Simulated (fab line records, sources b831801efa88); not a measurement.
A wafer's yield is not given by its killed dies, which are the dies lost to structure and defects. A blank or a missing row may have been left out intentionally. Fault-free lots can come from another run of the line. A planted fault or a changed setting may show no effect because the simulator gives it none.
A lot that was struck, set against a sound lot ; flow sky130 ; 30 steps out of a route of 708
Sound: these wafers, L105.1, L105.2, L105.4. Wafers struck: L100.1, L100.2, L100.6. The cause is given at the end.
Order at every step that has rows: each side's tool, ch and its chambers, its first start. Under that, the readings that differ: sound wafers ; struck wafers ; difference of the means ; sigmas: that difference in standard deviations of wafers without a fault.
alike: readings whose means differ by less than 2 such deviations, and words and numbers that are the same on both sides. not compared: withheld readings, readings that some wafer has no value for, bounds like >300 that may hide the same value, and numbers for which the record gives no deviation and whose values overlap.
The two part at a step that has a row with sigmas, a row that says differs or no value, or rows on one side only. Numbers that have no deviation but don't overlap get no sigmas and don't part them. A reading that every wafer of one side lacks parts them only if that side has two wafers or more.

first, 5 steps without rows for these wafers: SKY_SONOS_ONO_COAT_08 (resist thk 1140 nm); SKY_SONOS_ONO_SOFTBAKE_09 (time 60 s); SKY_SONOS_ONO_EXPOSE_10 (exposes mask ONOM, target cd 410 nm); SKY_SONOS_ONO_PEB_11; SKY_SONOS_ONO_DEVELOP_12 (develop time 60 s).
SKY_SONOS_ONO_CD_MEAS_13: target cd 410 nm.
  struck on cd_sem-01, day 14 00:40; sound on cd_sem-01, day 15 17:46
  alike: cd_nm
SKY_SONOS_ONO_OVL_MEAS_14:
  struck on overlay-02, day 14 00:47; sound on overlay-01, day 15 17:53
  alike: SONOS_ONO_OVL
SKY_SONOS_ONO_ETCH_15: etches the open film in CHF3/O2, target depth 19.52 nm, time 7.8 s.
  sound on rie_diel-01 ch 1,3, day 15 17:56; struck on rie_diel-01 ch 0,1,3, day 14 00:50
  alike: bias_w, chf3_flow_sccm, drypump_motor_current_A, oes_product_au, throttle_valve_pct
  not compared: rf_hours_counter_h
then, 1 step without rows for these wafers: SKY_SONOS_ONO_WET_ETCH_16 (etches SiO2 in dHF, target depth 14 nm, time 280 s).
SKY_SONOS_ONO_STRIP_17: strips in O2/N2.
  sound on plasma_asher-01 ch 0,1, day 15 18:02; struck on plasma_asher-01 ch 0,1, day 14 00:56
  alike: drypump_motor_current_A, oes_product_au, strip_time_to_endpoint_s
  not compared: rf_hours_counter_h
then, 2 steps without rows for these wafers: SKY_SONOS_ONO_WET_ETCH_18 (etches Si3N4 in H3PO4, target depth 15 nm, time 172 s); SKY_GATE_OXIDE_CLEAN_00 (cleans in SC1/SC2, time 150 s).
SKY_GATE_OXIDE_OXIDATION_01: stabilise 600 s, purge 300 s, target thk 10.268 nm.
  sound on furnace-01 ch 0, day 15 19:18; struck on furnace-02 ch 0, day 14 01:32
reading;sound;struck;difference;sigmas
spike_tc_bottom_C (C);915.3 916.9 914.8;897.9 898.4 899.3;-17.1;-9
spike_tc_centre_C (C);898.2 900.3 900.4;879.3 880.7 878.9;-20.0;-18
spike_tc_lower_C (C);899.2 901.1 899.4;879.7 880.8 879.6;-19.9;-17
spike_tc_top_C (C);909.5 906.5 908.9;888.8 888.7 886.5;-20.3;-21
spike_tc_upper_C (C);899.1 901.1 901.2;880.9 880.6 881.5;-19.5;-19
tube_center_temp_C (C);899.93 899.98 900.09;879.25 879.37 879.27;-20.70;-99 or more
tube_center_temp_C_max;902.6 901.7 902.2;881.8 882.2 881.7;-20.3;-52
model.SiO2_of_GATE_OXIDE_OXIDATION_01.thk_nm (nm);10.41 10.52 10.33;7.976 8.024 8.13;-2.377;
SKY_GATE_OXIDE_THK_MEAS_02:
  struck on film_metro-03, day 14 02:57; sound on film_metro-03, day 15 20:43
reading;sound;struck;difference;sigmas
GATE_OXIDE_OXIDATION_00_THK (nm);10.40 10.52 10.33;7.97 8.02 8.10;-2.39;-16
then, 7 steps without rows for these wafers: SKY_GATE_OXIDE_DEHYDRATE_03 (time 60 s); SKY_GATE_OXIDE_HMDS_04 (prime time 60 s); SKY_GATE_OXIDE_COAT_05 (resist thk 1140 nm); SKY_GATE_OXIDE_SOFTBAKE_06 (time 60 s); SKY_GATE_OXIDE_EXPOSE_07 (exposes mask LVOM, target cd 600 nm); SKY_GATE_OXIDE_PEB_08; SKY_GATE_OXIDE_DEVELOP_09 (develop time 60 s).
SKY_GATE_OXIDE_OVL_MEAS_10:
  struck on overlay-02, day 15 03:44; sound on overlay-01, day 17 00:22
  alike: GATE_OXIDE_OVL
then, 2 steps without rows for these wafers: SKY_GATE_OXIDE_IMPLANT_11; SKY_GATE_OXIDE_WET_ETCH_12 (etches SiO2 in dHF, target depth 16.8 nm, time 336 s).
SKY_GATE_OXIDE_STRIP_13: strips in O2/N2.
  sound on plasma_asher-02 ch 0,1, day 17 00:40; struck on plasma_asher-01 ch 0,1, day 15 04:02
  alike: drypump_motor_current_A, oes_product_au, strip_time_to_endpoint_s
  not compared: rf_hours_counter_h
SKY_GATE_OXIDE_TW_MEAS_14:
  struck on film_metro-03, day 15 04:08; sound on film_metro-02, day 17 00:46
reading;sound;struck;difference;sigmas
GATE_OXIDE_TW;223.6 224.3 224.1;227.5 226.8 227.6;+3.3;+3
then, 1 step without rows for these wafers: SKY_GATE_OXIDE_CLEAN_15 (cleans in SC1/SC2, time 150 s).
SKY_GATE_OXIDE_OXIDATION_16: stabilise 600 s, purge 300 s, target thk 3.57 nm.
  sound on furnace-01 ch 0, day 17 01:35; struck on furnace-01 ch 0, day 15 04:31
reading;sound;struck;difference;sigmas
model.SiO2_of_GATE_OXIDE_OXIDATION_01.thk_nm (nm);11.79 11.88 11.74;9.574 9.692 9.74;-2.135;
  alike: ox_temp_c, spike_tc_bottom_C, spike_tc_centre_C, spike_tc_lower_C, spike_tc_top_C, spike_tc_upper_C, tube_center_temp_C, tube_center_temp_C_max
then, 1 step without rows for these wafers: SKY_POLY_GATE_CVD_00 (deposits poly-Si, target thk 180 nm, time 720 s).
-- the record jumps here: 32 days lie between the struck wafers' starts before and after (it left off in module POLY_GATE and takes up again in module PAD_OPEN, whose first step shown is number 708 of the route) --
SKY_PAD_OPEN_PROBE_99:
  struck on prober-01, day 46 22:42; sound on prober-02, day 48 06:35
reading;sound;struck;difference;sigmas
model.etest.nfet_16v.r_on_ohm_um;1.419e+04 1.428e+04 1.412e+04;1.299e+04 1.299e+04 1.289e+04;-1.240e+03;
model.etest.pfet_g5v0d10v5.r_on_ohm_um;4734 4829 4746;4354 4287 4312;-452;
model.etest.tip_sonos.rs_ohm_sq;2660 2749 2668;2285 2308 2315;-390;
model.etest.nfet_g5v0d10v5.r_on_ohm_um;1896 1925 1896;1696 1707 1702;-204;
model.etest.nfet_g5v0d10v5.drive_ua_um;601.4 593.5 603.4;728.9 725.2 723.8;+126.5;
model.etest.pfet_01v8.r_on_ohm_um;2953 2957 2975;2781 2861 2843;-133;
model.etest.nfet_05v0_nvt.drive_ua_um;572.9 565.8 571.7;680.5 672.4 674.3;+105.6;
  alike: killed_at_M0_to_M3, killed_at_M4_up, killed_at_contacts, killed_at_front_end, killed_at_other, killed_dies, killed_open, killed_short
  not compared: model.etest.pfet_16v.r_on_ohm_um

WHERE THEY PART
Last at SKY_GATE_OXIDE_TW_MEAS_14 as far as this record goes, first at SKY_GATE_OXIDE_OXIDATION_01. Later steps at which nothing parts them and some readings are alike: SKY_GATE_OXIDE_OXIDATION_16, SKY_PAD_OPEN_PROBE_99.

WHY: what had been put in by the simulator
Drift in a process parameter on furnace-02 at SKY_GATE_OXIDE_OXIDATION_01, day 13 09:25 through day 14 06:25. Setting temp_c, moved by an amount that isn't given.
